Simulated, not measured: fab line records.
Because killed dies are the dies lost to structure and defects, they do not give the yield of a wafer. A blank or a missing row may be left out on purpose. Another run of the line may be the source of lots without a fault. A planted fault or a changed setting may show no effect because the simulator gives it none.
fab line records	flow sky130
[record] lots = 12	wafers = 36	lastDay = 49
route steps=708 shown VIA4@639 PAD_OPEN@701
lots untouched by any fault: they come from a run of this same line in which no faults occurred
startH: hours from the record's first day to the start of the lot's first wafer shown	waitH: hours since the lot's step before	" the same as in the row above	L1.1+2: a single row standing in for several wafers	- no value, or no start was given	* or withheld: withheld	< > ~ a bound
route shown NAME@n: NAME is a module with steps in the file, n the number in the route of the first one	usual: mean/standard deviation of fault-free wafers	same: alike in all rows	chamber/n: place in a boat	sites: per-site readings	_std_site: how widely they spread, as a standard deviation	_edge_site: the outer-site mean with the inner-site mean subtracted	radiusMm: for every site, how far away it sits from the centre of the wafer	mask NAME#n: copy n	behind: the tool/chamber that last shaped the wafer	hold: why the lot was held/for how many hours/how that ended	device: the transistor (n, p or np) that didn't switch	end of line: tests run on the same wafers once the route is complete	a step without rows: its recipe alone	killed: at the first sort, the dies lost to defects and structure; wafer yield is something else	map: the dies of a wafer, with x for killed, . for not killed, _ for no die there
set.NAME: the run value of the setting; set.NAME@STEP: its run value at that earlier step	model.NAME: the simulator's own value behind a step, which no gauge read
a sample of lots followed through the steps of the route, with each step as a table and each wafer as a row
services: when a tool's chamber went out of use (startH, in hours from the record's first day, below 0 if earlier), for how many hours, and the reason
[[steps]]
[step SKY_VIA4_HDPCVD_00]
[recipe] material = SiO2	targetThkNm = 1750	sigmaOpenFrac = 0.3	timeS = 291.7	tempC = 400	sih4FlowSccm = 60	pressureMtorr = 6
lot.wafer	tool	chamber	startH	waitH
L655.2+5+6	hdpcvd-01	1,0,1	993.03	0.0
L656.2+4+5	hdpcvd-01	2,0,2	993.27	0.0
L659.4+5+6	hdpcvd-01	0,2,1	1012.24	0.1
L660.1+3+4	hdpcvd-02	0,2,0	1019.06	0.0
L661.1+2+3	hdpcvd-01	0,2,1	1026.46	0.0
L662.2+5+6	hdpcvd-01	2,1,0	1033.17	0.0
L663.1+2+6	hdpcvd-01	2,1,1	1039.56	0.0
L664.2+5+6	hdpcvd-02	1,0,2	1046.37	0.0
L665.4+5+6	hdpcvd-02	0,1,2	1050.75	0.1
L666.3+4+5	hdpcvd-01	1,1,0	1055.26	0.0
L673.3+5+6	hdpcvd-01	2,0,1	1104.97	0.0
L674.3+4+6	hdpcvd-01	1,0,1	1111.36	0.0
[step SKY_VIA4_CMP_21]
[recipe] stopOn = SiO2	tOverpolishS = 25	downForcePsi = 3.5	platenRpm = 60	targetThkNm = 0	padVelocityMS = 0.94248
[usual] motorCurrentA = 10.7/1.1	overpolishRunS = 25.000/0.0097	timeToEndpointS = 117/4.2
[same] tOverpolishS = 25
lot.wafer	tool	chamber	startH	waitH	motorCurrentA	overpolishRunS	timeToEndpointS
L655.2	cmp-01	2	1017.62	0.1	10.5	25.000	113
L655.5	"	1	"	"	10.4	24.979	111
L655.6	"	2	"	"	10.6	25.000	107
L656.4	cmp-02	0	1018.46	0.1	9.5	24.998	117
L656.2	"	1	"	"	11.0	24.990	122
L656.5	"	3	"	"	12.4	25.018	121
L659.4	cmp-01	3	1036.14	0.1	11.6	24.997	115
L659.5	"	1	"	"	10.2	25.015	109
L659.6	"	2	"	"	11.0	25.000	112
L660.1	cmp-02	2	1042.87	0.1	9.8	24.994	114
L660.4	"	3	"	"	12.7	24.990	123
L660.3	"	0	"	"	9.3	24.995	114
L661.1	cmp-02	2	1050.29	0.2	9.3	25.007	120
L661.2	"	3	"	"	12.5	24.998	127
L661.3	"	1	"	"	11.4	25.004	121
L662.2	cmp-01	2	1056.37	0.2	10.0	24.972	120
L662.5	"	3	"	"	11.1	24.994	115
L662.6	"	0	"	"	11.2	24.987	114
L663.1	cmp-01	0	1062.43	0.4	11.1	24.997	109
L663.2	"	1	"	"	10.2	25.009	112
L663.6	"	0	"	"	11.1	24.983	117
L664.2	cmp-01	1	1069.88	0.1	11.0	24.997	115
L664.5	"	3	"	"	11.1	25.029	113
L664.6	"	0	"	"	11.3	24.977	116
L665.4	cmp-02	2	1074.58	0.2	9.7	25.000	119
L665.5	"	3	"	"	13.0	24.984	123
L665.6	"	0	"	"	8.7	24.984	116
L666.4	cmp-01	0	1078.05	0.0	11.9	24.995	113
L666.3	"	3	"	"	10.7	24.999	118
L666.5	"	1	"	"	10.3	25.000	112
L673.3	cmp-01	3	1126.03	0.2	11.3	24.991	116
L673.5	"	3	"	"	11.7	25.007	117
L673.6	"	0	"	"	11.7	25.003	119
L674.3	cmp-02	0	1132.07	0.0	9.2	24.995	109
L674.4	"	2	"	"	10.2	25.005	113
L674.6	"	0	"	"	9.2	24.995	114
[step SKY_PAD_OPEN_ETCH_07]
[recipe] chemistry = CF4/O2	targetDepthNm = 725	stopOn = AlCu	sourceW = 791.1	biasW = 150	pressureMtorr = 150	cf4FlowSccm = 80	O2_flow_sccm = 10	timeS = 161.1
[usual] drypumpMotorCurrentA = 5.8/0.38	oesProductAu = 0.977/0.0075	throttleValvePct = 5.964/0.0097
lot.wafer	tool	chamber	startH	waitH	drypumpMotorCurrentA	oesProductAu	rfHoursCounterH	throttleValvePct
L655.2	rieDiel-01	0	1084.48	-	5.9	0.966	12	5.955
L655.5	"	2	"	"	5.4	0.991	-	5.973
L655.6	"	0	"	"	6.0	0.970	-	5.958
L656.2	rieDiel-03	0	1085.63	-	5.7	0.977	7	5.971
L656.4	"	3	"	"	6.3	0.986	15	5.971
L656.5	"	0	"	"	5.7	0.978	-	5.978
L659.4	rieDiel-01	2	1101.44	-	5.4	0.983	11	5.961
L659.5	"	3	"	"	5.1	0.972	-	5.969
L659.6	"	2	"	"	5.4	0.986	-	5.961
L660.1	rieDiel-01	0	1107.43	-	5.9	0.971	13	5.953
L660.3	"	3	"	"	5.1	0.984	16	5.974
L660.4	"	2	"	"	5.4	0.982	11	5.970
L661.1	rieDiel-03	2	1113.63	-	6.0	0.978	23	5.966
L661.2	"	3	"	"	6.3	0.973	16	5.966
L661.3	"	1	"	"	6.0	0.970	5	5.964
L662.2	rieDiel-04	2	1118.48	-	6.4	0.982	19	5.987
L662.5	"	2	"	"	6.5	0.989	-	5.964
L662.6	"	1	"	"	6.2	0.989	-	5.961
L663.1	rieDiel-03	2	1124.88	-	6.0	0.975	24	5.954
L663.2	"	3	"	"	6.3	0.975	16	5.949
L663.6	"	1	"	"	6.0	0.965	-	5.962
L664.2	rieDiel-04	0	1131.68	-	5.7	0.971	14	5.971
L664.5	"	1	"	"	6.2	0.978	-	5.978
L664.6	"	2	"	"	6.5	0.995	-	5.965
L665.4	rieDiel-03	0	1136.38	-	5.7	0.983	9	5.974
L665.5	"	0	"	"	5.7	0.976	-	5.962
L665.6	"	1	"	"	6.0	0.976	-	5.958
L666.3	rieDiel-03	3	1138.93	-	6.3	0.973	17	5.974
L666.4	"	1	"	"	6.0	0.975	6	5.961
L666.5	"	0	"	"	5.7	0.976	-	5.963
L673.3	rieDiel-03	1	1180.63	-	6.0	0.965	8	5.953
L673.5	"	3	"	"	6.3	0.973	-	5.953
L673.6	"	2	"	"	6.0	0.981	-	5.965
L674.3	rieDiel-04	0	1185.18	-	5.7	0.973	16	5.962
L674.4	"	1	"	"	6.2	0.985	19	5.979
L674.6	"	1	"	"	6.2	0.987	-	5.966
[step SKY_PAD_OPEN_STRIP_08]
[recipe] chemistry = O2/N2	powerW = 1400	pressureMtorr = 1500	platenTempC = withheld	overashFraction = 0.7	o2FlowSccm = 3000	n2FlowSccm = 300
[usual] drypumpMotorCurrentA = 5.7/0.48	oesProductAu = 0.663/0.0045	stripTimeToEndpointS = 37.04/0.09
lot.wafer	tool	chamber	startH	waitH	drypumpMotorCurrentA	oesProductAu	rfHoursCounterH	stripTimeToEndpointS
L655.2	plasmaAsher-02	0	1084.59	0.1	5.0	0.669	97	37.21
L655.5	"	1	"	"	6.1	0.661	-	37.22
L655.6	"	0	"	"	5.0	0.665	-	37.28
L656.2	plasmaAsher-03	0	1085.74	0.1	5.2	0.655	30	37.06
L656.4	"	1	"	"	6.0	0.667	-	37.01
L656.5	"	1	"	"	6.0	0.656	-	36.98
L659.4	plasmaAsher-02	0	1101.58	0.1	5.0	0.662	-	37.00
L659.5	"	1	"	"	6.1	0.660	-	36.93
L659.6	"	0	"	"	5.0	0.661	-	37.19
L660.1	plasmaAsher-01	1	1107.54	0.1	5.6	0.663	69	36.95
L660.3	"	0	"	"	6.3	0.660	-	37.12
L660.4	"	1	"	"	5.7	0.664	-	37.00
L661.1	plasmaAsher-02	1	1113.74	0.1	6.1	0.669	99	36.91
L661.2	"	0	"	"	5.0	0.664	99	37.05
L661.3	"	0	"	"	5.0	0.656	-	37.06
L662.2	plasmaAsher-02	1	1118.59	0.1	6.1	0.668	100	37.07
L662.5	"	1	"	"	6.1	0.661	-	37.04
L662.6	"	0	"	"	5.0	0.659	-	37.11
L663.1	plasmaAsher-02	1	1124.99	0.1	6.1	0.668	101	36.97
L663.2	"	0	"	"	5.0	0.667	101	37.09
L663.6	"	1	"	"	6.1	0.671	-	37.08
L664.2	plasmaAsher-03	0	1131.79	0.1	5.2	0.653	34	36.88
L664.5	"	1	"	"	6.1	0.665	-	36.80
L664.6	"	0	"	"	5.2	0.666	-	36.90
L665.4	plasmaAsher-03	1	1136.52	0.1	6.1	0.662	-	36.99
L665.5	"	0	"	"	5.2	0.665	-	36.95
L665.6	"	1	"	"	6.0	0.663	-	36.97
L666.3	plasmaAsher-02	1	1139.07	0.1	6.1	0.661	-	37.00
L666.4	"	0	"	"	5.0	0.662	-	37.01
L666.5	"	0	"	"	5.0	0.668	-	37.00
L673.3	plasmaAsher-01	1	1180.77	0.1	5.7	0.663	-	36.98
L673.5	"	1	"	"	5.7	0.658	-	37.07
L673.6	"	0	"	"	6.3	0.668	-	37.05
L674.3	plasmaAsher-03	0	1185.32	0.1	5.2	0.655	-	37.10
L674.4	"	1	"	"	6.1	0.666	-	37.11
L674.6	"	0	"	"	5.2	0.667	-	37.15
[step SKY_PAD_OPEN_PROBE_99]
[usual] defectLimitedYield = 82.5/1.8	killed_at_M0_to_M3 = 45/6.8	killed_at_M4_up = 3.1/2	killedAtContacts = 23/5.2	killedAtFrontEnd = 14/3.7	killedAtOther = 0.3/0.61	killedDies = 86/9	killedOnRim = 17/3.9	killedOpen = 46/6.9	killedShort = 39/6.4	sort_bin_3_pad_short = 0.9/0.44	sort_bin_5_function = 10.5/1.4	sort_bin_6_memory = 6.1/1.1	sort_bin_8_speed = 0.01/0.052	sortNPass = 406/9	sortYieldPct = 82.5/1.8
[same] grossDies = 492	killedAtBackSide = 0	sort_bin_4_leakage[%] = 0
lot.wafer	tool	chamber	startH	waitH	defectLimitedYield[%]	killed_at_M0_to_M3	killed_at_M4_up	killedAtContacts	killedAtFrontEnd	killedAtOther	killedDies	killedOnRim	killedOpen	killedShort	sort_bin_3_pad_short[%]	sort_bin_5_function[%]	sort_bin_6_memory[%]	sort_bin_8_speed[%]	sortNPass	sortYieldPct[%]
L655.2	prober-02	-	1086.88	0.1	83.9	35	3	28	11	2	79	14	36	43	0.6	9.6	5.9	0.20	412	83.7
L655.5	prober-02	-	1087.03	0.2	81.9	55	3	20	10	1	89	16	45	44	1.2	9.8	7.1	0	403	81.9
L655.6	prober-02	-	1087.08	0.2	83.1	38	2	28	14	1	83	21	44	39	1.2	8.7	6.9	0	409	83.1
L656.2	prober-01	-	1088.01	0.1	83.7	38	0	26	16	0	80	16	48	32	0.6	9.8	5.9	0	412	83.7
L656.4	prober-01	-	1088.11	0.2	81.7	50	6	18	16	0	90	14	41	48	1.6	10.6	6.1	0	402	81.7
L656.5	prober-01	-	1088.16	0.2	82.9	40	4	16	24	0	84	18	49	34	0.8	8.3	7.9	0	408	82.9
L659.4	prober-02	-	1103.92	0.2	83.9	36	6	24	13	0	79	13	44	35	1.0	10.4	4.7	0	413	83.9
L659.5	prober-02	-	1103.97	0.2	81.7	43	4	26	17	0	90	16	45	41	1.2	10.2	6.9	0	402	81.7
L659.6	prober-02	-	1104.02	0.2	77.6	58	6	28	18	0	110	16	65	44	1.0	13.6	7.7	0	382	77.6
L660.1	prober-01	-	1109.75	0.1	79.1	56	6	29	12	0	103	19	59	44	1.4	11.8	7.7	0	389	79.1
L660.3	prober-01	-	1109.85	0.2	81.5	55	0	25	11	0	91	12	59	32	0.6	11.4	6.5	0	401	81.5
L660.4	prober-01	-	1109.90	0.2	84.3	44	2	17	14	0	77	16	45	32	0.8	8.9	5.9	0.20	414	84.1
L661.1	prober-02	-	1116.03	0.1	81.3	43	5	25	19	0	92	19	54	38	0.4	11.2	7.1	0	400	81.3
L661.2	prober-02	-	1116.08	0.1	83.7	46	0	24	10	0	80	14	50	30	0.4	11.0	4.9	0	412	83.7
L661.3	prober-02	-	1116.13	0.2	79.7	45	1	41	13	0	100	19	53	47	1.2	10.6	8.5	0	392	79.7
L662.2	prober-01	-	1120.86	0.1	84.6	37	5	26	8	0	76	15	42	34	0.2	9.1	6.1	0	416	84.6
L662.5	prober-01	-	1121.01	0.2	83.5	38	1	20	21	1	81	12	33	48	0.8	10.4	5.3	0	411	83.5
L662.6	prober-01	-	1121.06	0.2	83.1	42	0	28	13	0	83	18	40	43	1.2	9.1	6.5	0	409	83.1
L663.1	prober-02	-	1127.29	0.1	80.7	50	5	22	18	0	95	20	52	43	1.2	11.4	6.7	0	397	80.7
L663.2	prober-02	-	1127.34	0.1	81.1	44	5	24	19	1	93	20	52	41	0.6	11.4	6.9	0	399	81.1
L663.6	prober-02	-	1127.54	0.2	82.5	46	5	20	15	0	86	21	33	53	1.4	10.8	5.3	0	406	82.5
L664.2	prober-01	-	1134.05	0.1	78.7	54	7	27	17	0	105	29	59	46	2.2	12.0	7.1	0	387	78.7
L664.5	prober-01	-	1134.20	0.2	83.3	42	3	23	14	0	82	14	39	43	1.0	10.0	5.7	0	410	83.3
L664.6	prober-01	-	1134.25	0.2	82.1	52	2	19	14	1	88	19	40	48	0.8	10.8	6.3	0	404	82.1
L665.4	prober-02	-	1139.31	0.2	83.5	37	4	27	13	0	81	13	42	39	0.8	10.4	5.3	0	411	83.5
L665.5	prober-02	-	1139.36	0.2	81.9	48	4	23	14	0	89	21	43	46	1.2	11.4	5.5	0	403	81.9
L665.6	prober-02	-	1139.41	0.2	86.4	35	2	14	16	0	67	21	33	34	1.4	8.3	3.9	0	425	86.4
L666.3	prober-01	-	1141.35	0.2	79.7	51	3	26	20	0	100	26	51	46	0.8	13.6	5.9	0	392	79.7
L666.4	prober-01	-	1141.40	0.2	84.1	43	2	17	16	0	78	18	42	35	0.2	10.2	5.5	0	414	84.1
L666.5	prober-01	-	1141.45	0.2	83.7	43	1	20	16	0	80	13	46	34	0.8	7.9	7.5	0	412	83.7
L673.3	prober-02	-	1183.05	0.2	73.8	41	55	17	16	0	129	14	38	36	4.1	14.8	7.3	0	363	73.8
L673.5	prober-02	-	1183.15	0.2	73.0	48	53	18	14	0	133	25	39	44	2.2	16.3	8.5	0	359	73.0
L673.6	prober-02	-	1183.20	0.2	75.8	37	39	30	13	0	119	30	43	40	3.5	14.0	6.7	0	373	75.8
L674.3	prober-01	-	1187.73	0.2	78.3	38	43	19	7	0	107	26	39	31	3.5	13.2	5.1	0	385	78.3
L674.4	prober-01	-	1187.78	0.2	71.7	56	46	24	13	0	139	26	52	41	2.4	17.7	8.1	0	353	71.7
L674.6	prober-01	-	1187.88	0.2	76.2	39	35	31	11	1	117	33	51	34	2.8	12.8	8.1	0	375	76.2
// killed by level:class
L655.2 CONTACT:geometricParticle:open=10 METAL1:geometricParticle:short=8 LI_CONTACT:geometricParticle:open=6 LI_CONTACT:geometricParticle:short=5 METAL2:geometricParticle:short=5 VIA3:geometricParticle:open=5 POLY_GATE:geometricParticle:short=4 VIA1:geometricParticle:open=4
L655.5 VIA1:geometricParticle:open=13 VIA1:geometricParticle:short=8 VIA3:geometricParticle:open=7 CONTACT:geometricParticle:open=7 METAL2:geometricParticle:short=7 LOCAL_INTERCONNECT:geometricParticle:short=6 LI_CONTACT:geometricParticle:open=5 METAL1:geometricParticle:short=5
L655.6 LI_CONTACT:geometricParticle:open=11 VIA1:geometricParticle:open=9 CONTACT:geometricParticle:open=8 METAL1:geometricParticle:short=5 VIA3:geometricParticle:open=5 CONTACT:geometricParticle:short=4 METAL2:geometricParticle:short=4 METAL3:geometricParticle:short=4
L656.2 VIA2:geometricParticle:open=10 LI_CONTACT:geometricParticle:open=7 VIA1:geometricParticle:open=7 LOCAL_INTERCONNECT:geometricParticle:short=6 VIA3:geometricParticle:open=6 CONTACT:geometricParticle:short=6 POLY_GATE:geometricParticle:open=5 CONTACT:geometricParticle:open=5
L656.4 VIA1:geometricParticle:open=19 CONTACT:geometricParticle:short=8 POLY_GATE:geometricParticle:open=6 METAL1:geometricParticle:short=6 VIA2:geometricParticle:short=5 POLY_GATE:geometricParticle:short=4 LI_CONTACT:geometricParticle:open=4 VIA2:geometricParticle:open=4
L656.5 VIA1:geometricParticle:open=13 POLY_GATE:geometricParticle:open=6 METAL2:geometricParticle:short=6 FIELD_ISO:geometricParticle:open=5 CONTACT:geometricParticle:short=5 CONTACT:geometricParticle:open=5 VIA3:geometricParticle:open=5 POLY_GATE:geometricParticle:short=4
L659.4 VIA1:geometricParticle:open=10 CONTACT:geometricParticle:open=9 FIELD_ISO:geometricParticle:open=7 LI_CONTACT:geometricParticle:open=6 METAL1:geometricParticle:short=6 VIA2:geometricParticle:open=6 METAL4:geometricParticle:short=5 LOCAL_INTERCONNECT:geometricParticle:short=4
L659.5 VIA1:geometricParticle:open=11 CONTACT:geometricParticle:open=10 VIA1:geometricParticle:short=10 VIA2:geometricParticle:open=9 LI_CONTACT:geometricParticle:open=5 FIELD_ISO:geometricParticle:short=4 CONTACT:geometricParticle:short=4 LOCAL_INTERCONNECT:geometricParticle:short=4
L659.6 VIA2:geometricParticle:open=12 VIA1:geometricParticle:open=11 CONTACT:geometricParticle:open=10 LI_CONTACT:geometricParticle:open=9 VIA3:geometricParticle:open=8 METAL1:geometricParticle:short=7 VIA1:geometricParticle:short=7 METAL3:geometricParticle:short=5
L660.1 VIA3:geometricParticle:open=12 CONTACT:geometricParticle:open=10 VIA1:geometricParticle:open=10 METAL1:geometricParticle:short=8 VIA3:geometricParticle:short=7 FIELD_ISO:geometricParticle:open=6 LI_CONTACT:geometricParticle:open=6 METAL2:geometricParticle:short=6
L660.3 VIA1:geometricParticle:open=20 CONTACT:geometricParticle:open=11 VIA2:geometricParticle:open=7 VIA3:geometricParticle:open=7 VIA1:geometricParticle:short=6 VIA3:geometricParticle:short=6 LI_CONTACT:geometricParticle:open=5 POLY_GATE:geometricParticle:open=4
L660.4 VIA1:geometricParticle:open=11 VIA3:geometricParticle:open=7 CONTACT:geometricParticle:open=5 VIA2:geometricParticle:open=5 FIELD_ISO:geometricParticle:open=4 POLY_GATE:geometricParticle:open=4 METAL2:geometricParticle:short=4 CONTACT:geometricParticle:short=4
L661.1 LI_CONTACT:geometricParticle:open=9 VIA1:geometricParticle:open=9 VIA3:geometricParticle:open=9 CONTACT:geometricParticle:open=8 FIELD_ISO:geometricParticle:open=7 METAL2:geometricParticle:short=6 SPACER:geometricParticle:open=5 METAL1:geometricParticle:short=5
L661.2 VIA2:geometricParticle:open=15 CONTACT:geometricParticle:open=8 VIA1:geometricParticle:open=8 FIELD_ISO:geometricParticle:short=5 LI_CONTACT:geometricParticle:open=5 LI_CONTACT:geometricParticle:short=5 VIA3:geometricParticle:open=5 METAL1:geometricParticle:short=4
L661.3 VIA1:geometricParticle:open=13 CONTACT:geometricParticle:open=13 LI_CONTACT:geometricParticle:short=9 LI_CONTACT:geometricParticle:open=9 LOCAL_INTERCONNECT:geometricParticle:short=8 VIA2:geometricParticle:open=7 METAL1:geometricParticle:short=6 SPACER:geometricParticle:short=4
L662.2 CONTACT:geometricParticle:open=9 VIA1:geometricParticle:open=8 LI_CONTACT:geometricParticle:open=7 VIA1:geometricParticle:short=7 FIELD_ISO:geometricParticle:open=6 METAL2:geometricParticle:short=6 VIA2:geometricParticle:open=5 LI_CONTACT:geometricParticle:short=4
L662.5 FIELD_ISO:geometricParticle:short=7 METAL1:geometricParticle:short=7 VIA1:geometricParticle:open=7 POLY_GATE:geometricParticle:short=5 LI_CONTACT:geometricParticle:open=5 CONTACT:geometricParticle:short=5 CONTACT:geometricParticle:open=4 VIA2:geometricParticle:short=4
L662.6 VIA1:geometricParticle:open=10 CONTACT:geometricParticle:short=9 VIA3:geometricParticle:short=7 LOCAL_INTERCONNECT:geometricParticle:short=7 VIA2:geometricParticle:open=6 LI_CONTACT:geometricParticle:open=6 POLY_GATE:geometricParticle:open=4 CONTACT:geometricParticle:open=4
L663.1 VIA1:geometricParticle:open=10 VIA3:geometricParticle:open=9 METAL1:geometricParticle:short=8 VIA2:geometricParticle:open=8 CONTACT:geometricParticle:short=7 FIELD_ISO:geometricParticle:open=6 LI_CONTACT:geometricParticle:open=6 CONTACT:geometricParticle:open=6
L663.2 VIA1:geometricParticle:open=10 CONTACT:geometricParticle:open=9 VIA3:geometricParticle:open=8 FIELD_ISO:geometricParticle:open=7 FIELD_ISO:geometricParticle:short=5 LOCAL_INTERCONNECT:geometricParticle:short=5 VIA3:geometricParticle:short=5 METAL4:geometricParticle:short=5
L663.6 METAL1:geometricParticle:short=11 METAL2:geometricParticle:short=8 LI_CONTACT:geometricParticle:open=7 CONTACT:geometricParticle:open=5 VIA1:geometricParticle:short=5 VIA3:geometricParticle:short=5 FIELD_ISO:geometricParticle:short=4 VIA1:geometricParticle:open=4
L664.2 VIA1:geometricParticle:open=16 CONTACT:geometricParticle:open=9 VIA2:geometricParticle:open=9 LI_CONTACT:geometricParticle:open=7 POLY_GATE:geometricParticle:short=6 CONTACT:geometricParticle:short=6 VIA1:geometricParticle:short=6 METAL4:geometricParticle:short=5
L664.5 METAL2:geometricParticle:short=9 VIA1:geometricParticle:open=9 METAL1:geometricParticle:short=8 LI_CONTACT:geometricParticle:open=7 CONTACT:geometricParticle:open=6 FIELD_ISO:geometricParticle:open=5 LOCAL_INTERCONNECT:geometricParticle:short=4 CONTACT:geometricParticle:short=4
L664.6 METAL2:geometricParticle:short=14 VIA1:geometricParticle:open=10 LI_CONTACT:geometricParticle:open=7 METAL1:geometricParticle:short=7 CONTACT:geometricParticle:open=6 VIA2:geometricParticle:short=5 FIELD_ISO:geometricParticle:short=3 POLY_GATE:geometricParticle:short=3
L665.4 CONTACT:geometricParticle:open=9 VIA2:geometricParticle:open=8 VIA1:geometricParticle:open=8 LI_CONTACT:geometricParticle:open=5 LOCAL_INTERCONNECT:geometricParticle:short=5 CONTACT:geometricParticle:short=5 METAL2:geometricParticle:short=5 VIA3:geometricParticle:open=5
L665.5 CONTACT:geometricParticle:open=9 METAL2:geometricParticle:short=8 VIA1:geometricParticle:open=8 METAL1:geometricParticle:short=7 VIA2:geometricParticle:open=5 LOCAL_INTERCONNECT:geometricParticle:short=5 VIA3:geometricParticle:open=5 POLY_GATE:geometricParticle:short=4
L665.6 VIA1:geometricParticle:open=10 CONTACT:geometricParticle:open=8 METAL2:geometricParticle:short=7 METAL1:geometricParticle:short=5 FIELD_ISO:geometricParticle:short=4 POLY_GATE:geometricParticle:open=4 POLY_GATE:geometricParticle:short=3 VIA1:geometricParticle:short=3
L666.3 LI_CONTACT:geometricParticle:open=10 VIA1:geometricParticle:open=10 METAL2:geometricParticle:short=8 FIELD_ISO:geometricParticle:short=7 VIA2:geometricParticle:open=7 METAL1:geometricParticle:short=7 VIA1:geometricParticle:short=5 CONTACT:geometricParticle:short=4
L666.4 VIA1:geometricParticle:open=13 CONTACT:geometricParticle:open=8 VIA1:geometricParticle:short=8 FIELD_ISO:geometricParticle:open=5 FIELD_ISO:geometricParticle:short=5 VIA3:geometricParticle:open=5 LI_CONTACT:geometricParticle:open=4 CONTACT:geometricParticle:short=4
L666.5 CONTACT:geometricParticle:open=8 VIA3:geometricParticle:open=8 VIA2:geometricParticle:open=7 FIELD_ISO:geometricParticle:short=6 FIELD_ISO:geometricParticle:open=5 LI_CONTACT:geometricParticle:open=5 VIA1:geometricParticle:short=5 VIA1:geometricParticle:open=4
L673.3 VIA4:unspecified=53 VIA1:geometricParticle:open=9 VIA1:geometricParticle:short=9 LI_CONTACT:geometricParticle:open=7 CONTACT:geometricParticle:open=5 METAL2:geometricParticle:short=5 VIA2:geometricParticle:open=5 METAL1:geometricParticle:short=4
L673.5 VIA4:unspecified=50 VIA1:geometricParticle:open=10 LI_CONTACT:geometricParticle:open=7 METAL1:geometricParticle:short=7 METAL2:geometricParticle:short=7 FIELD_ISO:geometricParticle:open=5 VIA3:geometricParticle:short=5 LOCAL_INTERCONNECT:geometricParticle:short=4
L673.6 VIA4:unspecified=36 VIA1:geometricParticle:open=13 CONTACT:geometricParticle:open=10 CONTACT:geometricParticle:short=8 LI_CONTACT:geometricParticle:open=7 METAL1:geometricParticle:short=4 VIA2:geometricParticle:short=4 VIA3:geometricParticle:short=4
L674.3 VIA4:unspecified=37 VIA3:geometricParticle:open=10 CONTACT:geometricParticle:open=7 VIA2:geometricParticle:open=7 METAL1:geometricParticle:short=6 LI_CONTACT:geometricParticle:open=5 CONTACT:geometricParticle:short=5 METAL4:geometricParticle:short=5
L674.4 VIA4:unspecified=46 VIA1:geometricParticle:open=13 CONTACT:geometricParticle:open=12 VIA2:geometricParticle:open=10 METAL2:geometricParticle:short=8 METAL1:geometricParticle:short=6 FIELD_ISO:geometricParticle:short=5 CONTACT:geometricParticle:short=5
L674.6 VIA4:unspecified=32 CONTACT:geometricParticle:open=13 VIA3:geometricParticle:open=13 LI_CONTACT:geometricParticle:short=6 VIA1:geometricParticle:open=6 VIA2:geometricParticle:open=6 LI_CONTACT:geometricParticle:open=5 POLY_GATE:geometricParticle:short=4
[[services]]
tool	chamber	startH	hours	kind
rieDiel-04	0	976.29	4.5	repair
hdpcvd-02	-	999.03	2.8	pm
rieDiel-04	0	1000.48	5.6	repair
cmp-01	-	1012.02	0.3	repair
plasmaAsher-03	-	1023.49	1.2	repair
plasmaAsher-03	-	1029.62	1.6	repair
rieDiel-04	3	1030.54	4.0	repair
cmp-02	-	1034.82	0.7	repair
cmp-01	-	1042.46	10.5	pm
cmp-02	-	1052.93	16.2	pm
rieDiel-01	1	1054.73	29.8	repair
cmp-01	-	1071.82	1.6	repair
plasmaAsher-03	-	1072.81	8.8	repair
hdpcvd-02	0	1076.36	19.3	repair
cmp-02	-	1084.13	4.0	pm
plasmaAsher-02	-	1128.68	4.9	repair
rieDiel-03	0	1145.05	5.7	repair
rieDiel-03	-	1151.81	2.8	pm
hdpcvd-01	-	1154.61	0.9	repair
plasmaAsher-03	-	1167.17	1.3	repair
rieDiel-03	2	1167.62	4.2	repair
cmp-02	-	1178.41	1.7	repair
cmp-01	-	1179.17	4.0	pm
cmp-01	-	1183.17	9.2	pm
[[key]]
[firstSign] step = SKY_PAD_OPEN_PROBE_99	reading = killed_at_M4_up	direction = up	sigmas = 21	usual = 3.1	struck = 45.2
[effect] step = SKY_PAD_OPEN_PROBE_99	reading = sort_bin_3_pad_short	direction = up	sigmas = 5	usual = 0.9	struck = 3.1
metAt SKY_VIA4_HDPCVD_00
struckLots L673,L674
notActingAt SKY_VIA4_CMP_21,SKY_PAD_OPEN_ETCH_07,SKY_PAD_OPEN_STRIP_08
onsetBetween 1055.26 1104.97
alsoFits time
[fault] kind = chamberParticleSource	tool = hdpcvd-01	chamber = -	onsetH = 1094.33	steps = SKY_VIA4_HDPCVD_00	ratePerVisitCm2 = 0.87558	endH = 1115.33
